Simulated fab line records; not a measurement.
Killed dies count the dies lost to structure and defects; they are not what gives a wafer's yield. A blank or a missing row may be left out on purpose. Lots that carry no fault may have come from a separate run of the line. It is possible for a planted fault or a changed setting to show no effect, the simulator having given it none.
Chamber matching :: flow gf180mcu :: cmp-01 running GF_CONTACT_CMP_04: 4 sister chambers
The step polishes SiO2. 30 wafers are shown with their chamber, then 12 later ones without.

## WAFERS PAIRED WITH THEIR CHAMBERS
wafer: L075.1
chamber: 3
motor current A (A): 13.6
time to endpoint s (s): 115

wafer: L075.2
chamber: 0
motor current A (A): 11.6
time to endpoint s (s): 118

wafer: L075.3
chamber: 2
motor current A (A): 12.6
time to endpoint s (s): 113

wafer: L076.1
chamber: 3
motor current A (A): 13.6
time to endpoint s (s): 111

wafer: L076.3
chamber: 1
motor current A (A): 12.4
time to endpoint s (s): 110

wafer: L076.6
chamber: 1
motor current A (A): 11.9
time to endpoint s (s): 118

wafer: L078.1
chamber: 2
motor current A (A): 12.7
time to endpoint s (s): 112

wafer: L078.5
chamber: 2
motor current A (A): 12.5
time to endpoint s (s): 119

wafer: L078.6
chamber: 1
motor current A (A): 12.1
time to endpoint s (s): 112

wafer: L079.4
chamber: 2
motor current A (A): 12.3
time to endpoint s (s): 122

wafer: L079.5
chamber: 0
motor current A (A): 12.1
time to endpoint s (s): 132

wafer: L079.6
chamber: 3
motor current A (A): 13.2
time to endpoint s (s): 115

wafer: L081.1
chamber: 1
motor current A (A): 12.7
time to endpoint s (s): 120

wafer: L081.4
chamber: 0
motor current A (A): 11.3
time to endpoint s (s): 120

wafer: L081.6
chamber: 3
motor current A (A): 13.0
time to endpoint s (s): 122

wafer: L086.4
chamber: 0
motor current A (A): 11.5
time to endpoint s (s): 132

wafer: L086.5
chamber: 1
motor current A (A): 12.0
time to endpoint s (s): 124

wafer: L086.6
chamber: 0
motor current A (A): 11.8
time to endpoint s (s): 127

wafer: L085.4
chamber: 3
motor current A (A): 13.3
time to endpoint s (s): 126

wafer: L085.5
chamber: 2
motor current A (A): 12.8
time to endpoint s (s): 127

wafer: L085.6
chamber: 3
motor current A (A): 13.7
time to endpoint s (s): 124

wafer: L087.2
chamber: 3
motor current A (A): 12.9
time to endpoint s (s): 110

wafer: L087.5
chamber: 1
motor current A (A): 11.5
time to endpoint s (s): 123

wafer: L087.6
chamber: 0
motor current A (A): 12.0
time to endpoint s (s): 127

wafer: L088.3
chamber: 3
motor current A (A): 13.1
time to endpoint s (s): 107

wafer: L088.5
chamber: 1
motor current A (A): 11.9
time to endpoint s (s): 112

wafer: L088.6
chamber: 0
motor current A (A): 11.9
time to endpoint s (s): 126

wafer: L090.3
chamber: 1
motor current A (A): 11.9
time to endpoint s (s): 110

wafer: L090.4
chamber: 2
motor current A (A): 12.7
time to endpoint s (s): 118

wafer: L090.6
chamber: 1
motor current A (A): 12.0
time to endpoint s (s): 114

SIGNATURES (averages over the wafers above)
reading: motor current A
chamber 0: 11.743
chamber 1: 12.044
chamber 2: 12.600
chamber 3: 13.300
scatter within a chamber: 0.292

reading: time to endpoint s
chamber 0: 126.00
chamber 1: 115.89
chamber 2: 118.50
chamber 3: 116.25
scatter within a chamber: 5.94
Rule: for each reading, subtract the chamber's mean from the wafer's reading, divide by that reading's scatter and square the result; add these up over the readings and take the root, which gives the wafer's distance from the chamber. If the next closest chamber is less than 2 further off than the closest, the wafer can't be placed; otherwise it belongs to the closest. How the scatter is found: for the shown wafers, subtract from each reading the mean of its chamber, square and add these, divide the total by (wafers less chambers), then take the root.

## WAFERS MISSING THEIR CHAMBER
wafer: L091.3
motor current A (A): 13.2
time to endpoint s (s): 117

wafer: L091.4
motor current A (A): 13.7
time to endpoint s (s): 120

wafer: L091.5
motor current A (A): 11.9
time to endpoint s (s): 121

wafer: L094.2
motor current A (A): 12.7
time to endpoint s (s): 121

wafer: L094.3
motor current A (A): 11.5
time to endpoint s (s): 119

wafer: L094.4
motor current A (A): 12.7
time to endpoint s (s): 125

wafer: L093.3
motor current A (A): 11.9
time to endpoint s (s): 123

wafer: L093.4
motor current A (A): 12.8
time to endpoint s (s): 118

wafer: L093.6
motor current A (A): 11.8
time to endpoint s (s): 125

wafer: L096.2
motor current A (A): 12.0
time to endpoint s (s): 118

wafer: L096.3
motor current A (A): 12.5
time to endpoint s (s): 110

wafer: L096.5
motor current A (A): 12.8
time to endpoint s (s): 126

## WHICH CHAMBER EACH ONE RAN IN
wafer: L091.3
from the rows above: can't be placed: 3 or 2
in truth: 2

wafer: L091.4
from the rows above: 3
in truth: 3

wafer: L091.5
from the rows above: can't be placed: 1 or 0 or 2
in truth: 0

wafer: L094.2
from the rows above: can't be placed: 2 or 3 or 1
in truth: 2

wafer: L094.3
from the rows above: can't be placed: 0 or 1
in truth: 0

wafer: L094.4
from the rows above: can't be placed: 2 or 3 or 1
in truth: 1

wafer: L093.3
from the rows above: can't be placed: 0 or 1 or 2
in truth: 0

wafer: L093.4
from the rows above: can't be placed: 2 or 3 or 1
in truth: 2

wafer: L093.6
from the rows above: can't be placed: 0 or 1
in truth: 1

wafer: L096.2
from the rows above: can't be placed: 1 or 0 or 2
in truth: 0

wafer: L096.3
from the rows above: can't be placed: 2 or 1 or 3
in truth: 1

wafer: L096.5
from the rows above: can't be placed: 2 or 3 or 1
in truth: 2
Correct placement for 1 of the 12. Can't be placed from these rows: 11 (the true chamber is among the candidates in 11). Number placed wrongly: 0.
